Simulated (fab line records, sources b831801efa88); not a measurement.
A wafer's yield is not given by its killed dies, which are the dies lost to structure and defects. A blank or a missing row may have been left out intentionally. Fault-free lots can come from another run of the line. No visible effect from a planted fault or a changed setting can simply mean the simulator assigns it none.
Which of the tools did it?    flow sky130    13 lots, 39 wafers sampled, at 5 steps of a route of 708

## WHAT THE GAUGES READ, wafer by wafer
SKY_FIELD_ISO_THK_MEAS_23. Usual: FIELD_ISO_OXIDATION_01_THK 10.11 nm, standard deviation 0.18.
lot   measured     on             FIELD_ISO_OXIDATION_01_THK (nm)  flag
L380  day 2 17:10  film metro-04  10.08 10.24 10.07                
L381  day 3 07:02  film metro-04  10.08 10.08 9.87                 
L382  day 3 07:03  film metro-01  10.02 9.84 9.77                  
L383  day 3 16:55  film metro-04  10.20 10.20 10.16                
L384  day 3 16:55  film metro-01  9.87 9.80 9.94                   
L385  day 4 02:29  film metro-03  10.22 10.32 10.06                
L388  day 4 11:02  film metro-04  9.98 9.77 9.81                   
L390  day 4 20:51  film metro-01  10.34 10.14 10.22                
L391  day 5 02:31  film metro-01  10.24 10.25 10.10                
L394  day 5 12:27  film metro-04  10.39 10.53 10.21                
L395  day 5 21:05  film metro-03  10.00 10.12 9.99                 
L397  day 6 06:13  film metro-01  10.37 10.28 10.27                
L398  day 6 10:58  film metro-01  10.30 10.00 10.03                

SKY_SONOS_TUNNEL_CD_MEAS_07: the cd target is 410 nm. Usual: cd nm reads 409.6 nm (standard deviation 1.8).
lot   measured      on         cd nm (nm)                           flag
L380  day 12 14:27  cd sem-01  407.3 407.7 406.5                    
L381  day 13 13:48  cd sem-02  407.0 409.9 409.3                    
L382  day 13 11:34  cd sem-02  405.6 406.7 406.5                    
L383  day 14 04:39  cd sem-02  410.8 410.5 410.7                    
L384  day 14 04:24  cd sem-01  409.7 410.2 410.0                    
L385  day 14 18:22  cd sem-01  410.3 408.9 407.7                    
L388  day 15 02:26  cd sem-01  409.9 409.9 410.5                    
L390  day 15 15:02  cd sem-01  411.7 409.2 411.3                    
L391  day 15 19:30  cd sem-01  408.5 405.6 407.6                    
L394  day 16 08:11  cd sem-02  409.9 408.0 411.3                    
L395  day 16 19:55  cd sem-02  379.1 379.8 378.5 379.3 379.8 378.7  OFF
L397  day 17 13:06  cd sem-02  379.8 379.7 379.0 379.7 379.8 378.8  OFF
L398  day 17 17:51  cd sem-02  408.2 406.6 409.4                    

SKY_SONOS_ONO_OVL_MEAS_14. Usual: SONOS_ONO_OVL 0.6 nm, standard deviation 1.4.
lot   measured      on          SONOS_ONO_OVL (nm)  flag
L380  day 13 20:13  overlay-01  0.4 -0.8 -0.1       
L381  day 14 21:37  overlay-01  0.2 1.7 -0.9        
L382  day 14 20:14  overlay-01  -2.5 -0.5 -1.0      
L383  day 15 14:10  overlay-02  2.6 2.7 -1.2        
L384  day 15 12:37  overlay-01  -0.9 -0.2 -1.8      
L385  day 16 03:01  overlay-01  1.7 1.6 2.1         
L388  day 16 10:44  overlay-02  0.1 1.9 -0.7        
L390  day 17 00:50  overlay-01  1.0 1.5 1.8         
L391  day 17 07:28  overlay-02  1.4 2.5 0.5         
L394  day 17 21:38  overlay-02  -1.4 0.4 -0.5       
L395  day 18 08:18  overlay-01  3.7 1.5 2.1         
L397  day 19 04:13  overlay-01  1.7 1.6 1.6         
L398  day 19 03:40  overlay-01  1.7 -1.4 -1.2       

## EACH LOT AND THE TOOL THAT RAN IT (in order: tool; ch and the chambers of the sampled wafers; start)
lot   SKY_VT_ADJUST_PCH_STRIP_09            SKY_SONOS_TUNNEL_DEVELOP_06
L380  plasma asher-03 ch 0,1, day 11 14:25  litho track-01 ch 0, day 12 14:18
L381  plasma asher-03 ch 1, day 12 12:59    litho track-02 ch 0, day 13 13:39
L382  plasma asher-02 ch 0,1, day 12 10:38  litho track-01 ch 0, day 13 11:26
L383  plasma asher-03 ch 0,1, day 13 03:14  litho track-02 ch 0, day 14 04:30
L384  plasma asher-02 ch 0, day 13 02:53    litho track-01 ch 0, day 14 04:15
L385  plasma asher-02 ch 0,1, day 13 15:44  litho track-04 ch 0, day 14 18:12
L388  plasma asher-02 ch 0,1, day 14 00:13  litho track-02 ch 0, day 15 02:18
L390  plasma asher-02 ch 0,1, day 14 12:01  litho track-04 ch 0, day 15 14:54
L391  plasma asher-03 ch 0,1, day 14 16:14  litho track-04 ch 0, day 15 19:21
L394  plasma asher-02 ch 0,1, day 15 04:13  litho track-02 ch 0, day 16 08:03
L395  plasma asher-03 ch 0,1, day 15 15:59  litho track-04 ch 0, day 16 19:46
L397  plasma asher-03 ch 0,1, day 16 08:47  litho track-04 ch 0, day 17 12:57
L398  plasma asher-04 ch 0,1, day 16 13:05  litho track-02 ch 0, day 17 17:42
- SKY_VT_ADJUST_PCH_STRIP_09: strips in O2/N2.
- SKY_SONOS_TUNNEL_DEVELOP_06: develop time 60 s.

## WHAT THE TOOLS THEMSELVES READ (means of the sampled wafers that have a number; where no wafer has one, the mark that the record gives instead)
SKY_VT_ADJUST_PCH_STRIP_09. Usual: chamber pressure mTorr 1500.1 mTorr, standard deviation 1.2; drypump motor current A 5.6 A, standard deviation 0.5; oes product au 0.722 a.u., standard deviation 0.0041; strip time to endpoint s 36.94 s, standard deviation 0.12.
lot   tool             chamber pressure mTorr (mTorr)  drypump motor current A (A)  oes product au (a.u.)  strip time to endpoint s (s)  flag
L380  plasma asher-03  1501.7                          5.8                          0.723                  37.01                         
L381  plasma asher-03  1499.3                          5.6                          0.722                  36.94                         
L382  plasma asher-02  1499.7                          5.1                          0.722                  36.71                         
L383  plasma asher-03  1500.2                          5.8                          0.725                  37.02                         
L384  plasma asher-02  1500.2                          4.7                          0.720                  36.83                         
L385  plasma asher-02  1500.6                          5.2                          0.718                  36.86                         
L388  plasma asher-02  1499.5                          5.5                          0.719                  36.83                         
L390  plasma asher-02  1500.3                          5.5                          0.724                  37.07                         
L391  plasma asher-03  1500.1                          5.8                          0.720                  36.93                         
L394  plasma asher-02  1499.3                          5.5                          0.724                  36.71                         
L395  plasma asher-03  1498.8                          5.9                          0.719                  37.03                         
L397  plasma asher-03  1499.3                          5.8                          0.720                  36.87                         
L398  plasma asher-04  1500.6                          5.5                          0.721                  36.89                         

## THE ANSWER, worked out from the rows above alone
Rule: take the mean of a lot's wafers that have a number; if it is more than 3 standard deviations from the usual mean, the lot is off. Also off: a lot with no number at a reading for which 4 or more lots have one. Where the step has rows for the other lots, those lots are counted as sound. The gauges are gone through in route order, then the tools' own readings, and for those a lot's mean is taken as printed above. At the first step where some lot is off, the reading lying furthest off is the one used; lots without a number count as furthest.
Off: L395, L397, at SKY_SONOS_TUNNEL_CD_MEAS_07 (cd nm).
A tool fits if, at a process step before that reading, it ran every lot that is off, and no sound lot after the first of them. Those tools and the gauges at SKY_SONOS_TUNNEL_CD_MEAS_07 are tried in the same way. Undecided on this evidence; 2 tools fit (plasma asher-03 at SKY_VT_ADJUST_PCH_STRIP_09, litho track-04 at SKY_SONOS_TUNNEL_DEVELOP_06).

## WHAT THE SIMULATOR HAD INSERTED
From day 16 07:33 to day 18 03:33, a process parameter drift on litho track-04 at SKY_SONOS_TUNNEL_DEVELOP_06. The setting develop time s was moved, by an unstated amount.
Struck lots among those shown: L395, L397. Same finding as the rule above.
